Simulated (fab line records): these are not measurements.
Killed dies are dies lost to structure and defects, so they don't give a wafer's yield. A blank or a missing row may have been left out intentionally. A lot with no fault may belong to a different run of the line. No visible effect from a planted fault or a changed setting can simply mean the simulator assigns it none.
fab line records -- flow sky130
[record] lots = 7, wafers = 21, last_day = 50
route steps=708 shown VIA3@582 PAD_OPEN@708
lots that met no fault: from a run of the same line without faults
start_h: the number of hours between the record's first day and the start of the first shown wafer of the lot -- wait_h: hours from the lot's prior step to this one -- " repeats the value in the row above -- L1.1+2: one row covering several wafers at once -- - either no value or no given start -- * or withheld: withheld -- < > ~ a bound
route shown NAME@n: names a module that has steps shown in the file, with the first one's number in the route -- usual: the fault-free wafers' mean and standard deviation -- same: alike in all rows -- chamber/n: place in a boat -- sites: the reading at each site -- _std_site: the values' standard deviation -- _edge_site: outer sites' mean less inner sites' -- radius_mm: how far each site lies from the wafer's centre -- mask NAME#n: copy n -- behind: the most recent tool/chamber to have shaped the wafer -- hold: cause of the lot's hold/its duration in hours/its outcome -- device: whichever transistor did not switch (one of n, p or np) -- end of line: the same wafers' tests at the end of the route -- a step given without rows: its recipe and nothing more -- killed: dies that structure and defects cost at the first sort, which is not the same as the wafer's yield -- map: per-die view of a wafer (x killed, . not killed, _ where there is no die)
set.NAME: the run value of the setting; set.NAME@STEP: its run value at that earlier step -- model.NAME: the simulator's own value behind a step, which no gauge read
a table for each step, a row for each wafer; lots at some steps of the route
services: when a tool's chamber went out of use (start_h, in hours from the record's first day, below 0 if earlier), for how many hours, and the reason
[[steps]]
[step SKY_VIA3_EXPOSE_09]
[recipe] mask_id = VIM3, na = 0.8, source_shape = annular, sigma_inner = 0.55, sigma_outer = 0.85, target_cd_nm = 200, dose_mj = 38
[step SKY_VIA3_PEB_10]
[recipe] peb_temp_c = withheld, peb_time_s = withheld, resist = KrF-thick
[step SKY_VIA3_DEVELOP_11]
[recipe] develop_time_s = 60, resist = KrF-thick, dev_temp_c = 21
[step SKY_VIA3_CD_MEAS_12]
[recipe] target_cd_nm = 200
[usual] cd_nm = 199.8/1.2
lot.wafer,tool,chamber,start_h,wait_h,cd_nm
L288.1,cd_sem-01,-,941.36,-,199.8
L288.3,cd_sem-01,-,941.36,-,201.1
L288.5,cd_sem-01,-,941.36,-,199.5
L294.1,cd_sem-02,-,992.39,-,200.0
L294.3,cd_sem-02,-,992.39,-,199.1
L294.5,cd_sem-02,-,992.39,-,200.0
L299.2,cd_sem-01,-,1019.28,-,199.8
L299.3,cd_sem-01,-,1019.28,-,201.5
L299.5,cd_sem-01,-,1019.28,-,200.2
L300.2,cd_sem-01,-,1029.28,-,200.4
L300.5,cd_sem-01,-,1029.28,-,200.2
L300.6,cd_sem-01,-,1029.28,-,200.6
L301.2,cd_sem-01,-,1036.73,-,200.1
L301.3,cd_sem-01,-,1036.73,-,198.9
L301.5,cd_sem-01,-,1036.73,-,199.8
L308.2,cd_sem-02,-,1075.18,-,198.8
L308.5,cd_sem-02,-,1075.18,-,200.6
L308.6,cd_sem-02,-,1075.18,-,200.7
L309.1,cd_sem-01,-,1079.34,-,197.7
L309.4,cd_sem-01,-,1079.34,-,197.6
L309.5,cd_sem-01,-,1079.34,-,197.8
[step SKY_VIA3_OVL_MEAS_13]
[usual] VIA3_OVL = -1/5
lot.wafer,tool,chamber,start_h,wait_h,VIA3_OVL[nm]
L288.1,overlay-02,-,941.48,0.1,-6
L288.3,overlay-02,-,941.48,0.1,2
L288.5,overlay-02,-,941.48,0.1,-7
L294.1,overlay-01,-,992.51,0.1,2
L294.3,overlay-01,-,992.51,0.1,3
L294.5,overlay-01,-,992.51,0.1,1
L299.2,overlay-02,-,1019.39,0.1,-6
L299.3,overlay-02,-,1019.39,0.1,1
L299.5,overlay-02,-,1019.39,0.1,1
L300.2,overlay-01,-,1029.39,0.1,2
L300.5,overlay-01,-,1029.39,0.1,5
L300.6,overlay-01,-,1029.39,0.1,-4
L301.2,overlay-02,-,1036.84,0.1,2
L301.3,overlay-02,-,1036.84,0.1,-3
L301.5,overlay-02,-,1036.84,0.1,-7
L308.2,overlay-02,-,1075.29,0.1,3
L308.5,overlay-02,-,1075.29,0.1,8
L308.6,overlay-02,-,1075.29,0.1,2
L309.1,overlay-02,-,1079.46,0.1,0
L309.4,overlay-02,-,1079.46,0.1,-1
L309.5,overlay-02,-,1079.46,0.1,3
[step SKY_VIA3_ETCH_14]
[recipe] chemistry = N2/H2, target = BARC, ion_energy_ev = 200, source_w = 500, bias_w = 100, pressure_mtorr = 30, n2_flow_sccm = 100, h2_flow_sccm = 200, stop_on = SiO2, time_s = 45.9, target_depth_a = 600
[usual] drypump_motor_current_A = 5.6/0.49, oes_product_au = 0.854/0.0048, throttle_valve_pct = 13.224/0.0094
lot.wafer,tool,chamber,start_h,wait_h,drypump_motor_current_A,oes_product_au,rf_hours_counter_h,throttle_valve_pct
L288.1,rie_diel-04,2,941.52,0.0,5.1,0.859,18,13.223
L288.3,rie_diel-04,3,941.52,0.0,5.5,0.851,8,13.221
L288.5,rie_diel-04,2,941.52,0.0,5.1,0.843,-,13.223
L294.1,rie_diel-04,0,992.54,0.0,5.1,0.850,10,13.212
L294.3,rie_diel-04,3,992.54,0.0,5.5,0.857,10,13.214
L294.5,rie_diel-04,2,992.54,0.0,5.1,0.852,-,13.210
L299.2,rie_diel-04,2,1019.42,0.0,5.2,0.847,21,13.216
L299.3,rie_diel-04,0,1019.42,0.0,5.0,0.860,11,13.234
L299.5,rie_diel-04,0,1019.42,0.0,5.1,0.849,-,13.226
L300.2,rie_diel-03,0,1029.42,0.0,6.2,0.849,8,13.215
L300.5,rie_diel-03,2,1029.42,0.0,6.1,0.858,-,13.230
L300.6,rie_diel-03,1,1029.42,0.0,4.8,0.850,-,13.229
L301.2,rie_diel-01,3,1036.87,0.0,5.7,0.853,5,13.219
L301.3,rie_diel-01,0,1036.87,0.0,6.0,0.857,7,13.227
L301.5,rie_diel-01,1,1036.87,0.0,6.3,0.855,-,13.227
L308.2,rie_diel-03,2,1075.32,0.0,6.1,0.860,14,13.227
L308.5,rie_diel-03,2,1075.32,0.0,6.1,0.854,-,13.232
L308.6,rie_diel-03,1,1075.32,0.0,4.8,0.840,-,13.213
L309.1,rie_diel-04,2,1079.50,0.0,5.1,0.844,23,13.226
L309.4,rie_diel-04,3,1079.50,0.0,5.4,0.858,13,13.227
L309.5,rie_diel-04,2,1079.50,0.0,5.2,0.851,-,13.222
[step SKY_VIA3_ETCH_15]
[recipe] target = SiO2, chemistry = C4F8/O2/Ar, target_depth_nm = 507, stop_on = TiN, mask_material = KrF-thick, source_w = 1500, bias_w = 1200, pressure_mtorr = 40, c4f8_flow_sccm = withheld, O2_flow_sccm = 6, Ar_flow_sccm = 300, time_s = 78
[usual] oes_product_au = 0.937/0.0047
lot.wafer,tool,chamber,start_h,wait_h,oes_product_au,rf_hours_counter_h
L288.1,rie_diel-04,2,941.56,0.0,0.935,18
L288.3,rie_diel-04,3,941.56,0.0,0.935,8
L288.5,rie_diel-04,2,941.56,0.0,0.938,-
L294.1,rie_diel-04,0,992.59,0.0,0.932,10
L294.3,rie_diel-04,3,992.59,0.0,0.942,10
L294.5,rie_diel-04,2,992.59,0.0,0.944,-
L299.2,rie_diel-04,2,1019.46,0.0,0.931,21
L299.3,rie_diel-04,0,1019.46,0.0,0.942,11
L299.5,rie_diel-04,0,1019.46,0.0,0.935,-
L300.2,rie_diel-03,0,1029.46,0.0,0.935,8
L300.5,rie_diel-03,2,1029.46,0.0,0.938,-
L300.6,rie_diel-03,1,1029.46,0.0,0.930,-
L301.2,rie_diel-01,3,1036.91,0.0,0.937,5
L301.3,rie_diel-01,0,1036.91,0.0,0.937,7
L301.5,rie_diel-01,1,1036.91,0.0,0.938,-
L308.2,rie_diel-03,2,1075.36,0.0,0.944,15
L308.5,rie_diel-03,2,1075.36,0.0,0.943,-
L308.6,rie_diel-03,1,1075.36,0.0,0.932,-
L309.1,rie_diel-04,2,1079.54,0.0,0.935,23
L309.4,rie_diel-04,3,1079.54,0.0,0.937,13
L309.5,rie_diel-04,2,1079.54,0.0,0.935,-
[step SKY_VIA3_STRIP_16]
[recipe] chemistry = O2/N2, power_w = 1400, pressure_mtorr = 1500, platen_temp_c = withheld, o2_flow_sccm = 3000, n2_flow_sccm = 300, overash_fraction = 0.5
[usual] drypump_motor_current_A = 5.4/0.67, oes_product_au = 0.402/0.0048, strip_time_to_endpoint_s = 4.128/0.028
lot.wafer,tool,chamber,start_h,wait_h,drypump_motor_current_A,oes_product_au,rf_hours_counter_h,strip_time_to_endpoint_s
L288.1,plasma_asher-04,0,941.62,0.0,6.3,0.402,82,4.159
L288.3,plasma_asher-04,1,941.62,0.0,4.9,0.410,-,4.153
L288.5,plasma_asher-04,0,941.62,0.0,6.3,0.396,-,4.134
L294.1,plasma_asher-04,0,992.65,0.0,6.3,0.406,88,4.162
L294.3,plasma_asher-04,1,992.65,0.0,4.9,0.402,-,4.144
L294.5,plasma_asher-04,1,992.65,0.0,4.9,0.401,-,4.140
L299.2,plasma_asher-04,0,1019.52,0.0,6.4,0.397,90,4.080
L299.3,plasma_asher-04,0,1019.52,0.0,6.4,0.406,-,4.140
L299.5,plasma_asher-04,1,1019.52,0.0,4.9,0.415,-,4.151
L300.2,plasma_asher-04,0,1029.52,0.0,6.3,0.404,91,4.156
L300.5,plasma_asher-04,1,1029.52,0.0,5.0,0.403,-,4.122
L300.6,plasma_asher-04,0,1029.52,0.0,6.3,0.401,-,4.125
L301.2,plasma_asher-01,1,1036.97,0.0,5.0,0.398,51,4.137
L301.3,plasma_asher-01,0,1036.97,0.0,4.8,0.397,-,4.151
L301.5,plasma_asher-01,1,1036.97,0.0,5.0,0.410,-,4.078
L308.2,plasma_asher-01,1,1075.42,0.0,5.0,0.407,55,4.122
L308.5,plasma_asher-01,0,1075.42,0.0,4.8,0.406,-,4.125
L308.6,plasma_asher-01,1,1075.42,0.0,5.0,0.401,-,4.118
L309.1,plasma_asher-04,1,1079.60,0.0,4.9,0.407,97,4.150
L309.4,plasma_asher-04,0,1079.60,0.0,6.4,0.400,-,4.166
L309.5,plasma_asher-04,0,1079.60,0.0,6.4,0.403,-,4.172
[step SKY_VIA3_STRIP_17]
[recipe] chemistry = post_etch_residue_remover, time_s = 1200, temp_c = 72.5
[step SKY_VIA3_CLEAN_18]
[recipe] chemistry = IPA, time_s = 180, temp_c = 25
[step SKY_VIA3_CLEAN_19]
[recipe] chemistry = O3/DIW, dry = n2_spin
[step SKY_VIA3_SPUTTER_20]
[recipe] material = TiN, target_thk_nm = 20, chamber_pressure_pa = 5, power_w = 4000, time_s = 80
[usual] throttle_valve_pct = 30.3/0.86
lot.wafer,tool,chamber,start_h,wait_h,throttle_valve_pct
L288.1,pvd_sputter-03,-,942.22,0.0,31.2
L288.3,pvd_sputter-03,-,942.22,0.0,30.5
L288.5,pvd_sputter-03,-,942.22,0.0,30.0
L294.1,pvd_sputter-01,-,993.24,0.0,31.2
L294.3,pvd_sputter-01,-,993.24,0.0,28.5
L294.5,pvd_sputter-01,-,993.24,0.0,29.1
L299.2,pvd_sputter-04,-,1020.14,0.0,30.4
L299.3,pvd_sputter-04,-,1020.14,0.0,31.5
L299.5,pvd_sputter-04,-,1020.14,0.0,30.0
L300.2,pvd_sputter-04,-,1030.11,0.0,29.9
L300.5,pvd_sputter-04,-,1030.11,0.0,30.2
L300.6,pvd_sputter-04,-,1030.11,0.0,29.8
L301.2,pvd_sputter-04,-,1037.58,0.0,30.5
L301.3,pvd_sputter-04,-,1037.58,0.0,30.6
L301.5,pvd_sputter-04,-,1037.58,0.0,30.2
L308.2,pvd_sputter-01,-,1076.01,0.0,29.3
L308.5,pvd_sputter-01,-,1076.01,0.0,31.4
L308.6,pvd_sputter-01,-,1076.01,0.0,29.3
L309.1,pvd_sputter-01,-,1080.19,0.0,31.3
L309.4,pvd_sputter-01,-,1080.19,0.0,29.5
L309.5,pvd_sputter-01,-,1080.19,0.0,30.2
[step SKY_VIA3_CVD_21]
[recipe] material = W, target_thk_nm = 390, time_s = 117.31, temp_c = 400, pressure_torr = 40
[usual] chamber_pressure_Torr = 40.00/0.083, heater_power_outer_w = 506/19, heater_power_w = 832/36
lot.wafer,tool,chamber,start_h,wait_h,chamber_pressure_Torr,heater_power_outer_w,heater_power_w
L288.1,cvd_w-02,0,942.28,0.0,39.97,481,827
L288.3,cvd_w-02,0,942.28,0.0,40.02,487,829
L288.5,cvd_w-02,0,942.28,0.0,39.87,469,820
L294.1,cvd_w-01,1,993.30,0.0,39.97,524,809
L294.3,cvd_w-01,1,993.30,0.0,40.08,535,811
L294.5,cvd_w-01,1,993.30,0.0,40.02,512,827
L299.2,cvd_w-02,0,1020.20,0.0,-,-,-
L299.3,cvd_w-02,1,1020.20,0.0,-,-,-
L299.5,cvd_w-02,0,1020.20,0.0,-,-,-
L300.2,cvd_w-02,1,1030.17,0.0,-,-,-
L300.5,cvd_w-02,0,1030.17,0.0,-,-,-
L300.6,cvd_w-02,1,1030.17,0.0,-,-,-
L301.2,cvd_w-02,0,1037.64,0.0,-,-,-
L301.3,cvd_w-02,0,1037.64,0.0,-,-,-
L301.5,cvd_w-02,0,1037.64,0.0,-,-,-
L308.2,cvd_w-02,1,1076.07,0.0,40.03,488,801
L308.5,cvd_w-02,1,1076.07,0.0,39.97,491,825
L308.6,cvd_w-02,0,1076.07,0.0,40.08,483,818
L309.1,cvd_w-01,0,1080.25,0.0,39.91,525,865
L309.4,cvd_w-01,0,1080.25,0.0,39.91,522,872
L309.5,cvd_w-01,1,1080.25,0.0,40.10,500,806
[step SKY_VIA3_RS_MEAS_22]
[recipe] thk_meas_gauge = four-point-probe, reads = W_of_VIA3_CVD_21+TiN_of_VIA3_SPUTTER_20
[usual] VIA3_W_RS = 0.291/0.004
lot.wafer,tool,chamber,start_h,wait_h,hold,VIA3_W_RS[ohm/sq]
L288.1,film_metro-02,-,942.40,0.1,-,0.291
L288.3,film_metro-02,-,942.40,0.1,-,0.290
L288.5,film_metro-02,-,942.40,0.1,-,0.292
L294.1,film_metro-02,-,993.42,0.1,-,0.293
L294.3,film_metro-02,-,993.42,0.1,-,0.295
L294.5,film_metro-02,-,993.42,0.1,-,0.296
L299.2,film_metro-01,-,1020.35,0.1,await_dispo/0.2h/release,57.033
L299.3,film_metro-01,-,1020.35,0.1,await_dispo/0.2h/release,58.756
L299.5,film_metro-01,-,1020.35,0.1,await_dispo/0.2h/release,56.864
L299.2,film_metro-01,-,1020.63,0.3,-,56.886
L299.3,film_metro-01,-,1020.63,0.3,-,58.747
L299.5,film_metro-01,-,1020.63,0.3,-,56.980
L300.2,film_metro-04,-,1030.32,0.1,await_dispo/0.2h/release,57.664
L300.5,film_metro-04,-,1030.32,0.1,await_dispo/0.2h/release,59.576
L300.6,film_metro-04,-,1030.32,0.1,await_dispo/0.2h/release,56.996
L300.2,film_metro-04,-,1030.60,0.3,-,57.839
L300.5,film_metro-04,-,1030.60,0.3,-,59.711
L300.6,film_metro-04,-,1030.60,0.3,-,56.888
L301.2,film_metro-01,-,1037.78,0.1,await_dispo/0.2h/release,58.716
L301.3,film_metro-01,-,1037.78,0.1,await_dispo/0.2h/release,57.673
L301.5,film_metro-01,-,1037.78,0.1,await_dispo/0.2h/release,58.349
L301.2,film_metro-01,-,1038.07,0.3,-,58.701
L301.3,film_metro-01,-,1038.07,0.3,-,57.617
L301.5,film_metro-01,-,1038.07,0.3,-,58.335
L308.2,film_metro-04,-,1076.22,0.1,-,0.289
L308.5,film_metro-04,-,1076.22,0.1,-,0.294
L308.6,film_metro-04,-,1076.22,0.1,-,0.295
L309.1,film_metro-04,-,1080.37,0.1,-,0.286
L309.4,film_metro-04,-,1080.37,0.1,-,0.288
L309.5,film_metro-04,-,1080.37,0.1,-,0.294
[step SKY_PAD_OPEN_PROBE_99]
[usual] defect_limited_yield = 82.6/2.1, killed_at_M0_to_M3 = 42/7.6, killed_at_M4_up = 3.4/2, killed_at_contacts = 24/5.9, killed_at_front_end = 16/4.5, killed_at_other = 0.4/0.58, killed_dies = 86/10, killed_open = 47/7.6, killed_short = 39/6.7, sort_bin_3_pad_short = 0.9/0.42, sort_bin_5_function = 10.3/1.7, sort_bin_6_memory = 6.2/1.2, sort_n_pass = 406/10, sort_yield_pct = 82.6/2.1
[same] gross_dies = 492, killed_at_back_side = 0, sort_bin_4_leakage[%] = 0, sort_bin_8_speed[%] = 0
lot.wafer,tool,chamber,start_h,wait_h,defect_limited_yield[%],killed_at_M0_to_M3,killed_at_M4_up,killed_at_contacts,killed_at_front_end,killed_at_other,killed_dies,killed_open,killed_short,sort_bin_3_pad_short[%],sort_bin_5_function[%],sort_bin_6_memory[%],sort_n_pass,sort_yield_pct[%]
L288.1,prober-02,-,1087.28,0.1,80.5,50,3,17,25,1,96,44,49,0.8,12.4,6.3,396,80.5
L288.3,prober-02,-,1087.38,0.2,82.1,33,2,36,17,0,88,54,33,1.0,9.3,7.5,404,82.1
L288.5,prober-02,-,1087.48,0.2,80.7,50,4,24,17,0,95,53,40,0.6,14.4,4.3,397,80.7
L294.1,prober-02,-,1130.08,0.1,78.9,64,0,21,18,1,104,55,49,1.0,11.8,8.3,388,78.9
L294.3,prober-02,-,1130.18,0.2,81.3,39,4,31,17,1,92,55,36,0.6,11.0,7.1,400,81.3
L294.5,prober-02,-,1130.28,0.2,86.4,34,4,21,6,2,67,38,27,1.2,8.3,4.1,425,86.4
// killed by level:class
L288.1 VIA1:geometric_particle:open=12 FIELD_ISO:geometric_particle:short=7 METAL2:geometric_particle:short=7 VIA2:geometric_particle:open=6 LOCAL_INTERCONNECT:geometric_particle:short=5 CONTACT:geometric_particle:open=5 METAL1:geometric_particle:short=5 VIA3:geometric_particle:short=5
L288.3 CONTACT:geometric_particle:open=19 VIA1:geometric_particle:open=9 LI_CONTACT:geometric_particle:open=7 FIELD_ISO:geometric_particle:short=5 VIA3:geometric_particle:short=5 FIELD_ISO:geometric_particle:open=4 LI_CONTACT:geometric_particle:short=4 LOCAL_INTERCONNECT:geometric_particle:short=3
L288.5 VIA1:geometric_particle:open=14 CONTACT:geometric_particle:open=7 CONTACT:geometric_particle:short=6 POLY_GATE:geometric_particle:short=6 LI_CONTACT:geometric_particle:open=6 VIA3:geometric_particle:open=6 METAL1:geometric_particle:short=5 VIA1:geometric_particle:short=5
L294.1 VIA1:geometric_particle:open=15 METAL2:geometric_particle:short=8 VIA3:geometric_particle:open=8 LI_CONTACT:geometric_particle:open=7 CONTACT:geometric_particle:open=7 VIA2:geometric_particle:open=7 FIELD_ISO:geometric_particle:short=6 VIA3:geometric_particle:short=6
L294.3 CONTACT:geometric_particle:open=16 VIA1:geometric_particle:open=11 VIA3:geometric_particle:open=8 POLY_GATE:geometric_particle:open=6 LOCAL_INTERCONNECT:geometric_particle:short=5 CONTACT:geometric_particle:short=5 VIA2:geometric_particle:open=5 FIELD_ISO:geometric_particle:short=4
L294.5 VIA1:geometric_particle:open=9 LI_CONTACT:geometric_particle:open=7 CONTACT:geometric_particle:open=7 VIA2:geometric_particle:open=6 METAL2:geometric_particle:short=4 VIA1:geometric_particle:short=3 CONTACT:geometric_particle:short=3 METAL4:geometric_particle:short=3
[[services]]
tool,chamber,start_h,hours,kind
rie_diel-01,0,920.33,3.3,repair
rie_diel-03,-,923.93,19.5,repair
cvd_w-01,1,924.39,6.7,repair
rie_diel-04,3,926.95,2.6,repair
pvd_sputter-01,-,932.96,5.0,repair
pvd_sputter-01,-,941.20,2.6,repair
rie_diel-03,-,942.36,2.3,repair
plasma_asher-04,-,963.41,3.7,repair
pvd_sputter-04,0,977.14,-,consumable_replace:kit
pvd_sputter-04,0,977.14,18.0,scheduled_down
pvd_sputter-04,0,977.14,18.0,vent_cycle
plasma_asher-01,-,983.19,2.0,repair
rie_diel-01,3,984.07,2.1,repair
plasma_asher-01,-,985.22,3.9,repair
pvd_sputter-01,3,987.35,-,consumable_replace:kit
pvd_sputter-01,3,987.35,18.0,scheduled_down
pvd_sputter-01,3,987.35,18.0,vent_cycle
pvd_sputter-04,-,988.66,1.4,repair
rie_diel-01,-,991.41,0.4,repair
pvd_sputter-01,-,1060.07,2.2,repair
pvd_sputter-04,-,1061.34,1.2,repair
rie_diel-03,-,1072.41,2.8,pm
rie_diel-04,0,1074.27,4.7,repair
pvd_sputter-04,-,1079.67,4.5,repair
[[key]]
[first_sign] step = SKY_VIA3_CVD_21, reading = tool_record, direction = missing
[effect] step = SKY_VIA3_RS_MEAS_22, reading = visit, direction = added
[effect] step = SKY_VIA3_RS_MEAS_22, reading = VIA3_W_RS, direction = up, sigmas = 99+, usual = 0.291, struck = 57.959
met_at SKY_VIA3_CVD_21
struck_wafers L299.2,L299.3,L299.5,L300.2,L300.5,L300.6,L301.2,L301.3,L301.5
scrapped_behind SKY_VIA3_RS_MEAS_22 L299.2,L299.3,L299.5,L300.2,L300.5,L300.6,L301.2,L301.3,L301.5
onset_between 942.28 1020.20
[fault] kind = skipped_step_whole, tool = cvd_w-02, chamber = -, onset_h = 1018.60, steps = SKY_VIA3_CVD_21, scope = struck_lots_only
